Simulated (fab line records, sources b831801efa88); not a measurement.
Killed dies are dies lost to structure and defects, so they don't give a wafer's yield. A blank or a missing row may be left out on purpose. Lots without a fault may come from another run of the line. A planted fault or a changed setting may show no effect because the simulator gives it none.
Split-lot experiment | flow gf180mcu | 5 lots, 23 wafers read, on a route of 602 steps

THE SPLIT
At GF_HV_LDD_IMPLANT_21, the setting energy_kev was moved away from the recipe's 25 on 5 of the 23 wafers read, by +3.1% to +5.4%. The other wafers ran this setting at the recipe's value.

The reading is taken at the split's own step.

THE READING
implant.drp_nm (the simulator's own value, which no gauge read), in nm, at GF_HV_LDD_IMPLANT_21. The file gives no usual value for it.

wafer  | tool, chamber at the split | energy_kev as run | against the recipe | implant.drp_nm, nm | against lot-mates on the recipe
L074.1 | implanter-04, 0            | 26.36             | +5.4%              | 11.84              | +0.43
L074.2 | implanter-04, 0            | 26.36             | +5.4%              | 11.84              | +0.43
L074.6 | implanter-04, 0            | 26.36             | +5.4%              | 11.84              | +0.43
L074.3 | implanter-04, 0            | 25                | recipe             | 11.41              | -
L074.5 | implanter-04, 0            | 25                | recipe             | 11.41              | -
L075.2 | implanter-04, 0            | 25                | recipe             | 11.41              | -
L075.4 | implanter-04, 0            | 25                | recipe             | 11.41              | -
L075.5 | implanter-04, 0            | 25                | recipe             | 11.41              | -
L082.2 | implanter-04, 0            | 25                | recipe             | 11.41              | -
L082.3 | implanter-04, 0            | 25                | recipe             | 11.41              | -
L082.4 | implanter-04, 0            | 25                | recipe             | 11.41              | -
L082.5 | implanter-04, 0            | 25                | recipe             | 11.41              | -
L082.6 | implanter-04, 0            | 25                | recipe             | 11.41              | -
L083.1 | implanter-02, 0            | 25                | recipe             | 11.41              | -
L083.3 | implanter-02, 0            | 25                | recipe             | 11.41              | -
L083.5 | implanter-02, 0            | 25                | recipe             | 11.41              | -
L083.2 | implanter-02, 0            | 25.78             | +3.1%              | 11.66              | +0.25
L083.4 | implanter-02, 0            | 25.78             | +3.1%              | 11.66              | +0.25
L085.1 | implanter-01, 0            | 25                | recipe             | 11.41              | -
L085.2 | implanter-01, 0            | 25                | recipe             | 11.41              | -
L085.3 | implanter-01, 0            | 25                | recipe             | 11.41              | -
L085.5 | implanter-01, 0            | 25                | recipe             | 11.41              | -
L085.6 | implanter-01, 0            | 25                | recipe             | 11.41              | -

THE FIT
A straight line over all 23 wafers: implant.drp_nm changes by +0.0792 nm for each +1% of energy_kev; r = +1.00; the points scatter about the line by 0.00094 nm.
The same after taking each lot's own level away (the mean of its wafers on the recipe; 23 wafers): +0.0792 nm for each +1%; r = +1.00; scatter 0.00094 nm.
On that fit, the largest move of energy_kev shifts the reading by 0.43 nm.
The lots' own levels span 11.410 to 11.410 nm.
So the lot-to-lot level changes the slope little: the two slopes agree.
Check: with one of the wafers moved furthest among these (+5.4%) left out of the fit, the line predicts +0.431 nm for it against its lot-mates. It came out at +0.43 nm against them.

OTHER SPLITS ON THESE WAFERS
These wafers also went through other splits before the reading. Each is held against what the fit with the lots' levels taken away leaves over:
other split on the same wafers      | wafers away from the commonest value | r with implant.drp_nm (lot level and that fit taken away)
GF_VT_IMPLANT_IMPLANT_30 energy_kev | 11                                   | +0.12
GF_VT_IMPLANT_IMPLANT_41 energy_kev | 8                                    | +0.17
GF_DUAL_GATE_OXIDATION_02 temp_c    | 18                                   | +0.04
GF_DUAL_GATE_STRIP_13 power_w       | 8                                    | +0.06
GF_HV_LDD_DEVELOP_06 develop_time_s | 9                                    | -0.02

THE WHOLE CHAIN: every reading that the file lists as answering this split, in the file's order
step                 | what it does | reading                                                         | change (the file's fit)                | r (the file's)
GF_HV_LDD_IMPLANT_21 |              | implant.rp_nm (the simulator's own value, which no gauge read)  | +0.169 nm for each +1% of the setting  | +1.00
GF_HV_LDD_IMPLANT_21 |              | implant.drp_nm (the simulator's own value, which no gauge read) | +0.0798 nm for each +1% of the setting | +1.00

THE FILE'S OWN FIT
implant.drp_nm changes by +0.0798 nm for each +1% of energy_kev, r = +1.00.
